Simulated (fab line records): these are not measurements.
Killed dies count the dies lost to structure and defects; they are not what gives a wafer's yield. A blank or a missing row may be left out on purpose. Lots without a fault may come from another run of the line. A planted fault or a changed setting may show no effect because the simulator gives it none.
Which tool did it? -- flow sky130 -- 12 lots with 36 wafers sampled at 2 steps, on a route of 708 steps

WHAT THE GAUGES SHOWED, per wafer
SKY_VIA3_THK_MEAS_23: measures by xrf. Usual: for VIA3_W_THK the level is 401 nm and the standard deviation is 5.1.
lot,measured,on,VIA3_W_THK (nm),flag
L382,day 39 09:51,filmMetro-03,401 406 400,
L383,day 39 23:24,filmMetro-03,405 406 406,
L386,day 40 23:16,filmMetro-01,398 403 399,
L387,day 41 03:19,filmMetro-02,399 394 396,
L388,day 41 04:42,filmMetro-03,393 389 402,
L395,day 43 13:44,filmMetro-01,405 402 399,
L397,day 43 21:47,filmMetro-01,398 398 392,
L398,day 44 11:53,filmMetro-01,398 398 407,
L399,day 44 20:46,filmMetro-02,405 412 410,
L400,day 44 18:00,filmMetro-02,402 408 403,
L401,day 44 22:56,filmMetro-01,403 409 405,
L403,day 45 11:46,filmMetro-02,399 401 396,

WHICH TOOL RAN EACH LOT (tool, then ch and the chambers of the sampled wafers, then the start)
lot,SKY_NWELL_STRIP_25
L382,"plasmaAsher-04 ch 1, day 5 07:37"
L383,"plasmaAsher-01 ch 0,1, day 5 12:16"
L386,"plasmaAsher-01 ch 0,1, day 6 10:04"
L387,"plasmaAsher-03 ch 0,1, day 6 13:33"
L388,"plasmaAsher-04 ch 0, day 6 17:44"
L395,"plasmaAsher-01 ch 0,1, day 8 16:16"
L397,"plasmaAsher-01 ch 0,1, day 9 02:56"
L398,"plasmaAsher-04 ch 0,1, day 9 06:50"
L399,"plasmaAsher-04 ch 0, day 9 16:22"
L400,"plasmaAsher-03 ch 0,1, day 9 17:02"
L401,"plasmaAsher-03 ch 0,1, day 10 01:46"
L403,"plasmaAsher-04 ch 0,1, day 10 16:06"
- SKY_NWELL_STRIP_25: strips in O2/N2.

WHAT THE TOOLS THEMSELVES READ (means of the sampled wafers that have a number; where no wafer has one, the mark that the record gives instead)
SKY_NWELL_STRIP_25. Usual: drypumpMotorCurrentA 5.6 A, standard deviation 0.36; n2FlowSccm 299.9 sccm, standard deviation 0.92; oesProductAu 0.722 a.u., standard deviation 0.0048; stripTimeToEndpointS 36.92 s, standard deviation 0.086.
lot,tool,drypumpMotorCurrentA (A),n2FlowSccm (sccm),oesProductAu (a.u.),stripTimeToEndpointS (s),flag
L382,plasmaAsher-04,6.3,299.9,0.723,36.88,
L383,plasmaAsher-01,5.5,300.6,0.720,36.85,
L386,plasmaAsher-01,5.4,299.7,0.724,36.84,
L387,plasmaAsher-03,5.4,300.0,0.721,36.89,
L388,plasmaAsher-04,5.6,299.4,0.722,36.85,
L395,plasmaAsher-01,5.4,300.1,0.723,37.08,
L397,plasmaAsher-01,5.4,300.4,0.722,36.92,
L398,plasmaAsher-04,5.8,301.2,0.718,36.80,
L399,plasmaAsher-04,5.6,299.5,0.718,36.96,
L400,plasmaAsher-03,5.4,300.0,0.725,36.79,
L401,plasmaAsher-03,5.6,300.0,0.723,36.98,
L403,plasmaAsher-04,6.1,299.5,0.723,36.97,

THE ANSWER, worked out from the rows above alone
Rule: a lot counts as off when the mean over its wafers that have a number is more than 3 standard deviations away from the usual mean. Also off: a lot with no number at a reading for which 4 or more lots have one. Where the step has rows for the other lots, those lots are counted as sound. Order of review: gauges by route order, followed by the tools' own readings, for which a lot's mean as printed above is used. The first step at which some lot is off is used, and at that step the reading that is off furthest; a lot without a number counts as furthest.
Across all readings shown, no lot is off: no conclusion can be drawn from this.

WHAT WAS PUT IN BY THE SIMULATOR
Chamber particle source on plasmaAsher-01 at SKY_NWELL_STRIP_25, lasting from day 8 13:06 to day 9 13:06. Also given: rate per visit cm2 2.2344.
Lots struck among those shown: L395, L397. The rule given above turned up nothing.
